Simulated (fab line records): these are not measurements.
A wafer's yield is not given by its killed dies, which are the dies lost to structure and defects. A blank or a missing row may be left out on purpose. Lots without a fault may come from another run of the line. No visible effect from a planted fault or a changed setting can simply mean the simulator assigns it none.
Code-filled problem report in 8D (eight disciplines) form || flow sky130 || the parts of the form that need people (team, actions taken, sign-off) are left out

1. THE PROBLEM
A mean of 1.002 a.u. is read at SKY_METAL4_METAL_ETCH_18 for oes-product-au, taken on 1 wafer of 1 lot, against 0.866 a.u. (standard deviation 0.006) on wafers free of any fault. Relative to the usual mean, that is a shift of +23 standard deviations.
The step: etches the open film in Cl2/BCl3, stops on SiO2, target depth 845 nm, time 183.1 s.
Earliest sighting: wafer L826.5 on rie-metal-01 at day 47 17:42. The record has a number at this step for 39 wafers belonging to 13 lots. The rule behind "out" and "out of limits": a value lying over 4 standard deviations away from the usual mean. The rest of the wafers with a number are treated as sound.

2. WHAT THIS IS AND IS NOT
{"question": "which readings at this step", "is": "oes-product-au", "is not": "drypump-motor-current-A, throttle-valve-pct"}
{"question": "which lots", "is": "L826", "is not": "L804, L805, L808, L809, L810, L814, L816, L817, L818, L819, L820, L821"}
{"question": "which wafers of those lots", "is": "L826.5", "is not": "L826.4, L826.6"}
{"question": "read on which tools", "is": "rie-metal-01", "is not": "rie-metal-03, rie-metal-04"}
{"question": "when", "is": "from day 47 17:42", "is not": "up to then (38 sound wafers)"}

3. WHAT RULES OUT EACH SUSPECT
Counting: if a tool at a process step up to the reading ran every lot that is out, it stays a suspect. Sound lots after the first of them don't rule it out here, since some wafers of a struck lot are sound.
- pvd-sputter-02 at SKY_VIA2_SPUTTER_20 (material TiN, target thk 20 nm, time 80 s): kept. It ran the lot that is out, L826 (day 42 23:07); its last sound lot up to then is L820 (day 41 05:59).
- pvd-sputter-04 at SKY_METAL4_SPUTTER_02 (material AlCu, target thk 735 nm, time 39.1 s): kept. It ran the lot that is out, L826 (day 45 22:44); its last sound lot up to then is L821 (day 44 13:25).
- rie-metal-01 at SKY_METAL4_METAL_ETCH_18 (etches the open film in Cl2/BCl3, stops on SiO2, target depth 845 nm, time 183.1 s): kept. It ran the lot that is out, L826 (day 47 17:42); its last sound lot up to then is L821 (day 46 12:03). Its own oes-product-au readings are out on those wafers.
- Within rie-metal-01 at SKY_METAL4_METAL_ETCH_18, the wafers that are out were processed in chamber 0 and their sound lot-mates in chamber 1.
After the count, these remain: pvd-sputter-02 at SKY_VIA2_SPUTTER_20, pvd-sputter-04 at SKY_METAL4_SPUTTER_02 and rie-metal-01 at SKY_METAL4_METAL_ETCH_18.

4. THE CAUSE (what the simulator had put in)
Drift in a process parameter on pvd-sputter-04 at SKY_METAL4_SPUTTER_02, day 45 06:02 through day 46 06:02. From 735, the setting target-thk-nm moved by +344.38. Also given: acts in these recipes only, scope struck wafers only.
Counting left 3 suspects, and this tool is among them.

5. SEQUENCE OF EFFECTS, ordered by route
Each row: a reading whose mean over the struck wafers that have a number lies more than 3 standard deviations from the usual. Only readings whose record carries a usual standard deviation are examined. hours: median over the lots of the time between each lot's start at the first step of this table that gives one and its start at this step. sigmas: the change, counted in usual standard deviations.
{"hours": 0, "step": "SKY_METAL4_METAL_ETCH_18", "reading": "oes-product-au", "usual": "0.866 a.u.", "on struck wafers": 1.002, "change": "+0.136", "sigmas": "+23"}
The process steps in it:
- SKY_METAL4_METAL_ETCH_18: etches the open film in Cl2/BCl3, stops on SiO2, target depth 845 nm, time 183.1 s.

6. WHAT WOULD HAVE CAUGHT IT SOONER
60 hours passed between the start of the fault at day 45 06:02 and the first reading out of limits in this record, taken at day 47 17:42.
No tool reading at SKY_METAL4_SPUTTER_02 that has a usual standard deviation in the record was out on any struck wafer, so an alarm limit of 4 standard deviations on those readings would not have fired.
The start of SKY_METAL4_SPUTTER_02 on pvd-sputter-04 came by day 47 17:42 for every one of the lots that are out (1). None of them would have been spared by holding the tool at that moment.
